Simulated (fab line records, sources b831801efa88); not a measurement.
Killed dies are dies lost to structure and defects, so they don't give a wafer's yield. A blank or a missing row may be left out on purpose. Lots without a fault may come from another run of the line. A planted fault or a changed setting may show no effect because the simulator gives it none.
Chamber matching | flow gf180mcu | GF_STI_CMP_25 on cmp-02: 4 sister chambers
The step polishes, stops on Si3N4, t overpolish 33 s, target thk 524.6 nm. 4 wafers are shown with their chamber, then 7 later ones without.

WAFERS WITH THEIR CHAMBER
wafer  | chamber | motor_current_A (A)
L964.3 | 2       | 14.2
L964.6 | 3       | 12.3
L966.2 | 1       | 10.4
L966.3 | 0       | 14.1

WAFERS WITHOUT THEIR CHAMBER
wafer  | motor_current_A (A)
L966.4 | 12.0
L967.4 | 14.9
L967.5 | 14.8
L967.6 | 9.6
L970.1 | 13.8
L970.5 | 12.2
L970.6 | 14.0

WHICH CHAMBER EACH WENT THROUGH
wafer  | from the rows above     | in truth
L966.4 | 3                       | 3
L967.4 | can't be placed: 2 or 0 | 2
L967.5 | can't be placed: 2 or 0 | 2
L967.6 | 1                       | 1
L970.1 | can't be placed: 0 or 2 | 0
L970.5 | 3                       | 3
L970.6 | can't be placed: 0 or 2 | 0
Placed correctly: 3 of 7. Can't be placed from these rows: 4 (the true chamber is among the candidates in 4). Placed wrongly: 0.
How it was worked out, from the rows above alone: a wafer's distance from a chamber is the root of the sum, over the readings, of the square of ((its reading less the chamber's mean) divided by the reading's scatter). The wafer belongs to the nearest chamber; if the next one is less than 2 further off, it can't be placed. A chamber's mean is the mean of its shown wafers. The scatter: with one shown wafer a chamber, the root of the mean of the squares of how far each hidden wafer lies from its nearest shown one.
